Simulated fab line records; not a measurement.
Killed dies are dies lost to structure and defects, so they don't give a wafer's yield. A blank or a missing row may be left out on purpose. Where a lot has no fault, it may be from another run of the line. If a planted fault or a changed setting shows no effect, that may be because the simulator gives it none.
Which tool is to blame? + flow gf180mcu + 14 lots with 42 wafers sampled at 5 steps, on a route of 602 steps

WHAT THE GAUGES READ, wafer by wafer
GF_STI_THK_MEAS_04. Usual: STI_CVD_03_THK 208.0 nm, standard deviation 2.1.
| lot  | measured    | on            | STI_CVD_03_THK (nm) | flag |
|------|-------------|---------------|---------------------|------|
| L855 | day 1 13:35 | film metro-01 | 207.5 208.8 205.4   |      |
| L856 | day 1 19:54 | film metro-01 | 206.4 206.7 207.3   |      |
| L859 | day 2 09:55 | film metro-01 | 207.8 206.9 207.5   |      |
| L860 | day 2 14:42 | film metro-04 | 210.4 209.6 210.6   |      |
| L861 | day 2 20:20 | film metro-02 | 203.8 204.9 204.9   |      |
| L862 | day 3 02:01 | film metro-04 | 205.5 206.1 206.5   |      |
| L866 | day 3 22:11 | film metro-04 | 207.3 209.3 208.3   |      |
| L867 | day 4 02:17 | film metro-02 | 209.8 209.8 209.7   |      |
| L868 | day 4 06:34 | film metro-04 | 204.0 205.8 204.0   |      |
| L871 | day 4 22:27 | film metro-01 | 210.5 210.0 208.9   |      |
| L872 | day 5 03:16 | film metro-04 | 207.4 207.6 207.3   |      |
| L873 | day 5 07:54 | film metro-01 | 210.7 211.5 210.3   |      |
| L876 | day 5 23:02 | film metro-01 | 208.5 206.6 208.0   |      |
| L877 | day 6 03:34 | film metro-02 | 207.8 209.5 208.5   |      |

GF_NWELL_OVL_MEAS_07. Usual: NWELL_OVL -0.2 nm, standard deviation 1.5.
| lot  | measured    | on         | NWELL_OVL (nm) | flag |
|------|-------------|------------|----------------|------|
| L855 | day 3 05:11 | overlay-01 | 0.7 1.3 1.5    |      |
| L856 | day 3 13:16 | overlay-02 | 2.9 2.7 1.8    |      |
| L859 | day 4 10:16 | overlay-01 | -0.7 0.0 0.5   |      |
| L860 | day 4 13:26 | overlay-01 | -1.5 0.1 -0.9  |      |
| L861 | day 4 19:40 | overlay-02 | 0.3 -0.5 0.4   |      |
| L862 | day 5 03:23 | overlay-01 | -1.4 -0.5 -2.3 |      |
| L866 | day 5 22:19 | overlay-01 | -0.2 0.1 -0.6  |      |
| L867 | day 6 00:58 | overlay-01 | 0.1 -1.9 0.8   |      |
| L868 | day 6 05:40 | overlay-01 | -1.4 -1.1 -2.2 |      |
| L871 | day 6 23:38 | overlay-01 | -1.2 0.3 -1.0  |      |
| L872 | day 7 03:47 | overlay-01 | 0.5 -1.3 -1.3  |      |
| L873 | day 7 09:47 | overlay-02 | -1.1 -0.6 0.0  |      |
| L876 | day 8 02:02 | overlay-01 | -0.6 0.3 0.8   |      |
| L877 | day 8 06:46 | overlay-01 | -0.8 -0.9 -0.8 |      |

GF_PSD_CD_MEAS_07: target cd 400 nm. Usual: 399.5 nm for cd nm, sd 2.7.
| lot  | measured     | on        | cd nm (nm)        | flag |
|------|--------------|-----------|-------------------|------|
| L855 | day 13 22:57 | cd sem-01 | 401.9 401.2 401.1 |      |
| L856 | day 14 15:31 | cd sem-02 | 402.9 403.5 402.6 |      |
| L859 | day 15 22:03 | cd sem-01 | 402.5 402.6 401.9 |      |
| L860 | day 16 06:14 | cd sem-01 | 396.5 397.6 397.4 |      |
| L861 | day 16 18:22 | cd sem-02 | 397.8 396.2 397.8 |      |
| L862 | day 17 00:58 | cd sem-01 | 399.1 398.5 399.6 |      |
| L866 | day 18 07:56 | cd sem-01 | 395.6 396.3 396.7 |      |
| L867 | day 18 14:18 | cd sem-01 | 393.7 392.1 396.1 |      |
| L868 | day 18 19:52 | cd sem-01 | 401.1 400.1 399.7 |      |
| L871 | day 20 02:41 | cd sem-01 | 403.0 401.8 401.9 |      |
| L872 | day 20 08:47 | cd sem-01 | 398.9 398.4 398.2 |      |
| L873 | day 20 15:53 | cd sem-01 | 397.1 397.8 395.8 |      |
| L876 | day 21 15:52 | cd sem-01 | 401.0 401.5 400.9 |      |
| L877 | day 21 19:22 | cd sem-02 | 398.7 397.1 397.1 |      |

EACH LOT AND THE TOOL THAT RAN IT (in order: tool; ch and the chambers of the sampled wafers; start)
| lot  | GF_MVPSD_COAT_02                  | GF_MVPSD_STRIP_10                    |
|------|-----------------------------------|--------------------------------------|
| L855 | litho track-02 ch 0, day 4 14:44  | plasma asher-04 ch 0,1, day 4 21:57  |
| L856 | litho track-03 ch 0, day 4 23:52  | plasma asher-01 ch 0,1, day 5 07:35  |
| L859 | litho track-03 ch 0, day 5 22:26  | plasma asher-04 ch 0,1, day 6 06:21  |
| L860 | litho track-02 ch 0, day 6 01:05  | plasma asher-02 ch 0,1, day 6 09:12  |
| L861 | litho track-03 ch 0, day 6 09:07  | plasma asher-01 ch 0,1, day 6 17:18  |
| L862 | litho track-03 ch 0, day 6 15:55  | plasma asher-01 ch 0,1, day 7 00:21  |
| L866 | litho track-03 ch 0, day 7 14:04  | plasma asher-04 ch 0,1, day 7 22:33  |
| L867 | litho track-03 ch 0, day 7 16:52  | plasma asher-01 ch 0,1, day 8 01:33  |
| L868 | litho track-02 ch 0, day 7 22:01  | plasma asher-04 ch 1, day 8 06:34    |
| L871 | litho track-04 ch 0, day 8 17:40  | plasma asher-04 ch 0,1, day 9 02:45  |
| L872 | litho track-03 ch 0, day 8 20:23  | plasma asher-04 ch 0,1, day 9 05:35  |
| L873 | litho track-02 ch 0, day 9 04:35  | plasma asher-01 ch 0,1, day 9 13:36  |
| L876 | litho track-04 ch 0, day 9 21:23  | plasma asher-01 ch 0,1, day 10 06:53 |
| L877 | litho track-04 ch 0, day 10 03:38 | plasma asher-04 ch 0,1, day 10 13:12 |
- GF_MVPSD_COAT_02: resist thk 3000 nm.
- GF_MVPSD_STRIP_10: strips in O2/N2.

WHAT THE TOOLS THEMSELVES READ (means of the sampled wafers that have a number; where no wafer has one, the mark that the record gives instead)
GF_MVPSD_STRIP_10. Usual: drypump motor current A 5.5 A, standard deviation 0.4; heater power w 333 W, standard deviation 19; oes product au 0.723 a.u., standard deviation 0.0045; platen temp c 249.99 C, standard deviation 0.18; strip time to endpoint s 36.94 s, standard deviation 0.1.
| lot  | tool            | drypump motor current A (A) | heater power w (W) | oes product au (a.u.) | platen temp c (C) | strip time to endpoint s (s) | flag |
|------|-----------------|-----------------------------|--------------------|-----------------------|-------------------|------------------------------|------|
| L855 | plasma asher-04 | 5.1                         | 329                | 0.725                 | 250.15            | 37.02                        |      |
| L856 | plasma asher-01 | 5.6                         | 332                | 0.720                 | 250.13            | 37.02                        |      |
| L859 | plasma asher-04 | 5.2                         | 343                | 0.723                 | 250.07            | 37.06                        |      |
| L860 | plasma asher-02 | 5.7                         | 323                | 0.720                 | 250.06            | 37.06                        |      |
| L861 | plasma asher-01 | 5.6                         | 338                | 0.725                 | 249.82            | 37.12                        |      |
| L862 | plasma asher-01 | 5.6                         | 336                | 0.719                 | 249.80            | 36.87                        |      |
| L866 | plasma asher-04 | 5.1                         | 331                | 0.724                 | 250.12            | 37.01                        |      |
| L867 | plasma asher-01 | 5.8                         | 320                | 0.718                 | 249.89            | 34.01                        | OFF  |
| L868 | plasma asher-04 | 5.4                         | 347                | 0.723                 | 249.97            | 36.83                        |      |
| L871 | plasma asher-04 | 5.1                         | 343                | 0.723                 | 250.02            | 36.83                        |      |
| L872 | plasma asher-04 | 5.3                         | 341                | 0.718                 | 250.08            | 31.13                        | OFF  |
| L873 | plasma asher-01 | 5.8                         | 318                | 0.727                 | 249.95            | 36.86                        |      |
| L876 | plasma asher-01 | 5.8                         | 320                | 0.723                 | 249.87            | 36.80                        |      |
| L877 | plasma asher-04 | 5.1                         | 336                | 0.725                 | 249.90            | 36.74                        |      |

THE ANSWER, worked out from the rows above alone
Rule: a lot is off if the mean of its wafers that have a number lies more than 3 standard deviations from the usual mean. Also off: a lot with no number at a reading for which 4 or more lots have one. Where the step has rows for the other lots, those lots are counted as sound. First the gauges in route order, then the tools' own readings, where a lot's mean is used as printed above. At the first step where some lot is off, the reading lying furthest off is the one used; lots without a number count as furthest.
Off at GF_MVPSD_STRIP_10 (strip time to endpoint s): L867, L872.
If a tool, at that step or one of the process steps before it, ran each lot that is off and ran no sound lot following the first of them, it fits. One fits: GF_MVPSD_COAT_02 on litho track-03. A fault onset in the window from L866 (day 7 14:04, its last sound lot) to L867 (day 7 16:52, its first lot off) fits.

WHAT THE SIMULATOR HAD INSERTED
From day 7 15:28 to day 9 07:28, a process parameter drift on litho track-03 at GF_MVPSD_COAT_02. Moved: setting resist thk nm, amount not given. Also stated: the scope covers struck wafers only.
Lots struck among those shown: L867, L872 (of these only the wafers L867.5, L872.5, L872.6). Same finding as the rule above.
